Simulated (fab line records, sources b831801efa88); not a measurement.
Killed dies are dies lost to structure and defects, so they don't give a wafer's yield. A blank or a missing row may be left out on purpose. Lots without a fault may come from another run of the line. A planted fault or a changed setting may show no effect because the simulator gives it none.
A struck lot beside a sound one | flow sky130 | 16 steps out of a route of 708
Sound: wafers L978.1, L978.2, L978.6. Struck: wafer L987.2. (L987.1, L987.4 of the same lot were not struck and are left out.) The cause comes at the end.
At each step with rows: each side's tool, then ch and its chambers, then its first start. Under that, the readings that differ: sound wafers | struck wafers | difference of the means | sigmas: that difference in standard deviations of wafers without a fault.
alike: readings whose means differ by less than 2 such deviations, and words and numbers that are the same on both sides. not compared: withheld readings, readings that some wafer has no value for, bounds like >300 that may hide the same value, and numbers for which the record gives no deviation and whose values overlap.
The two part at a step that has a row with sigmas, a row that says differs or no value, or rows on one side only. Numbers that don't overlap but have no deviation are shown without sigmas and don't part them. A reading that every wafer of one side lacks parts them only if that side has two wafers or more.

SKY_METAL5_SPUTTER_03: material Ti, target thk 5 nm, time 3.3 s.
  sound on pvd_sputter-03, day 42 18:09; struck on pvd_sputter-03, day 45 02:32
  alike: cathode_dc_power_W, throttle_valve_pct
SKY_METAL5_SPUTTER_04: material TiN, target thk 70 nm, time 58.3 s.
  sound on pvd_sputter-03, day 42 18:10; struck on pvd_sputter-03, day 45 02:34
  alike: cathode_dc_power_W, throttle_valve_pct
SKY_METAL5_RS_MEAS_05: measures by four-point-probe.
  sound on film_metro-04, day 42 18:13; struck on film_metro-01, day 45 02:37
  alike: METAL5_ALCU_RS
SKY_METAL5_THK_MEAS_06: measures by xrf.
  sound on film_metro-04, day 42 18:20; struck on film_metro-01, day 45 02:44
  reading              | sound          | struck | difference | sigmas
  METAL5_ALCU_THK (nm) | 1114 1120 1117 | 1149   | +32        | +2
then, 7 steps without rows for these wafers: SKY_METAL5_DEHYDRATE_07 (time 60 s); SKY_METAL5_HMDS_08 (prime time 60 s); SKY_METAL5_COAT_09 (resist thk 1800 nm); SKY_METAL5_SOFTBAKE_10 (time 60 s); SKY_METAL5_EXPOSE_11 (exposes mask MM5, target cd 1600 nm); SKY_METAL5_PEB_12; SKY_METAL5_DEVELOP_13 (develop time 60 s).
SKY_METAL5_DESCUM_14: chemistry O2, time 11 s.
  sound on rie_metal-04 ch 0,1, day 43 16:16; struck on rie_metal-02 ch 0, day 46 00:03
  alike: drypump_motor_current_A, he_backside_leak_sccm, oes_product_au
  not compared: rf_hours_counter_h
SKY_METAL5_METAL_ETCH_15: etches the open film in Cl2/BCl3, stops on SiO2, target depth 1260 nm, time 252 s.
  sound on rie_metal-04 ch 0,1, day 43 16:18; struck on rie_metal-02 ch 0, day 46 00:05
  reading                                     | sound             | struck | difference | sigmas
  oes_product_au (a.u.)                       | 0.889 0.894 0.895 | 0.968  | +0.075     | +14
  run_length_s (s)                            | 280.3 279.9 280.4 | 263.8  | -16.4      | -26
  model.NOVOLAK_of_METAL5_COAT_09.thk_nm (nm) | 1050 1032 1051    | 1089   | +45        |
  alike: drypump_motor_current_A, he_backside_leak_sccm, mfc_cl2_sccm, throttle_valve_pct
  not compared: rf_hours_counter_h
SKY_METAL5_STRIP_16: strips in O2/N2.
  sound on plasma_asher-04 ch 0,1, day 43 16:32; struck on plasma_asher-03 ch 0, day 46 00:19
  reading                      | sound             | struck | difference | sigmas
  strip_time_to_endpoint_s (s) | 13.24 13.05 13.23 | 13.67  | +0.50      | +3
  alike: drypump_motor_current_A, oes_product_au
  not compared: rf_hours_counter_h
then, 2 steps without rows for these wafers: SKY_METAL5_STRIP_17 (strips in post etch residue remover, time 1200 s); SKY_PAD_OPEN_PROBE_99.

WHERE THEY PART
First at SKY_METAL5_THK_MEAS_06; last, within this record, at SKY_METAL5_STRIP_16.

WHY: what the simulator had put in
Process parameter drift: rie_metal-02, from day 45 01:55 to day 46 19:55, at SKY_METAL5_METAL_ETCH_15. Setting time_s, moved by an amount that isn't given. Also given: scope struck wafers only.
